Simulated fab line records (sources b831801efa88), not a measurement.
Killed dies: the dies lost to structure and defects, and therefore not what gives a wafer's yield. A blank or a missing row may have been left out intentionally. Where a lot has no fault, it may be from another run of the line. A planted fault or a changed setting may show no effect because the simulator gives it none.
Chamber matching	flow sky130	SKY_CONTACT_CMP_27 on cmp-02: 4 sister chambers
The step polishes, stops on SiO2, t overpolish 15 s, target thk 0 nm. 14 wafers are shown with their chamber, then 6 later ones without.

WAFERS WITH THEIR CHAMBER
wafer	chamber	motor-current-A (A)	time-to-endpoint-s (s)	head-pressure-psi (psi)
L107.2	1	10.8	88	3.508
L107.3	3	10.6	77	3.498
L107.6	3	10.7	76	3.501
L108.3	0	11.5	86	3.504
L108.4	1	11.3	88	3.497
L108.5	3	10.4	82	3.500
L111.2	1	10.5	88	3.497
L111.4	3	10.9	79	3.506
L111.5	1	12.1	85	3.512
L112.1	2	13.1	81	3.495
L112.3	3	11.6	77	3.492
L112.6	1	11.7	83	3.491
L115.2	2	13.3	88	3.490
L115.3	1	11.5	91	3.503

SIGNATURES (means of the wafers above)
reading	chamber 0	chamber 1	chamber 2	chamber 3	scatter within a chamber
motor-current-A	11.500	11.317	13.200	10.840	0.51
time-to-endpoint-s	86.00	87.17	84.50	78.20	2.93
head-pressure-psi	3.50400	3.50133	3.49250	3.49940	0.00649
Rule: a wafer lies at a distance from a chamber equal to the root of the sum of squares, over the readings, of (its reading less the chamber's mean, divided by the reading's scatter). If the next closest chamber is less than 2 further off than the closest, the wafer can't be placed; otherwise it belongs to the closest. How the scatter is found: for the shown wafers, subtract from each reading the mean of its chamber, square and add these, divide the total by (wafers less chambers), then take the root.

WAFERS WHOSE CHAMBER IS MISSING
wafer	motor-current-A (A)	time-to-endpoint-s (s)	head-pressure-psi (psi)
L115.4	12.2	87	3.495
L117.1	12.2	84	3.507
L117.2	10.9	83	3.491
L117.4	11.1	84	3.501
L129.3	11.9	87	3.488
L129.6	10.6	81	3.511

WHICH CHAMBER EACH ONE RAN IN
wafer	from the rows above	in truth
L115.4	can't be placed: 0 or 1 or 2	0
L117.1	can't be placed: 0 or 1 or 2 or 3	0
L117.2	can't be placed: 3 or 1 or 0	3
L117.4	can't be placed: 0 or 1 or 3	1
L129.3	can't be placed: 1 or 0 or 2 or 3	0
L129.6	can't be placed: 3 or 0 or 1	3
0 of 6 placed correctly. These rows do not allow placing 6 (true chamber among the candidates in 6). Placed wrongly: 0.
